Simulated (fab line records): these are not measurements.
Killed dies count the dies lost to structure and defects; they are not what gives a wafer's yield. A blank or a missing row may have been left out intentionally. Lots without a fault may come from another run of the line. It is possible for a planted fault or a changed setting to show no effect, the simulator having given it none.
What tool caused it? :: flow gf180mcu :: Sampling: 6 lots, 18 wafers, 2 of 602 route steps

WHAT THE GAUGES READ, wafer by wafer
GF_VT_IMPLANT_RS_MEAS_49: uses a four-point probe to measure.
lot: L229
measured: day 8 11:08
on: film metro-01
MVPSD_RS (ohm/sq): 1172 1171 1171

lot: L231
measured: day 8 23:46
on: film metro-03
MVPSD_RS (ohm/sq): 1165 1164 1163

lot: L233
measured: day 9 10:38
on: film metro-04
MVPSD_RS (ohm/sq): 1165 1164 1163

lot: L236
measured: day 10 05:09
on: film metro-03
MVPSD_RS (ohm/sq): 1142 1143 1141

lot: L246
measured: day 13 07:10
on: film metro-03
MVPSD_RS (ohm/sq): 1174 1176 1170

lot: L248
measured: day 13 16:19
on: film metro-04
MVPSD_RS (ohm/sq): 1163 1167 1161

TOOL THAT RAN EACH LOT (tool first, then ch and the chambers of the sampled wafers, then the start)
lot: L229
GF_MVPSD_IMPLANT_08: implanter-01 ch 0, day 5 19:41

lot: L231
GF_MVPSD_IMPLANT_08: implanter-01 ch 0, day 6 06:40

lot: L233
GF_MVPSD_IMPLANT_08: implanter-01 ch 0, day 6 15:23

lot: L236
GF_MVPSD_IMPLANT_08: implanter-01 ch 0, day 7 08:41

lot: L246
GF_MVPSD_IMPLANT_08: implanter-02 ch 0, day 10 02:46

lot: L248
GF_MVPSD_IMPLANT_08: implanter-02 ch 0, day 10 10:34
- GF_MVPSD_IMPLANT_08

THE ANSWER, worked out from the rows above alone
Rule: the lots themselves supply what counts as usual. Put in order of their means at a reading, lots are off if they are a third of the lots or fewer, leave a main group of 4 or more, and stand apart from it by a gap of 3 or more times the standard deviation of the main group's means; of several such gaps the widest counts. The tables above print the reading to a certain number of digits; a main group whose means all agree to those digits is not used. Also off: a lot with no number at a reading for which 4 or more lots have one. All remaining lots with rows at the step are treated as sound.
Off: at GF_VT_IMPLANT_RS_MEAS_49 (MVPSD_RS), L236. Mean 1167 ohm/sq and standard deviation 4.2 in the main group.
If a tool, at a process step before that reading, ran all the lots that are off and no sound lot after the first of them, it fits. The gauges at GF_VT_IMPLANT_RS_MEAS_49 are tried like those tools. One fits: GF_MVPSD_IMPLANT_08 on implanter-01. A fault onset in the window from L233 (day 6 15:23, its last sound lot) to L236 (day 7 08:41, its first lot off) fits.

WHAT THE SIMULATOR HAD PUT IN
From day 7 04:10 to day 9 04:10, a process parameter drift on implanter-01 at GF_MVPSD_IMPLANT_08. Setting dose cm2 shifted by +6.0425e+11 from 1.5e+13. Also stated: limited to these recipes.
Lots struck among those shown: L236. The same result came from the rule above.
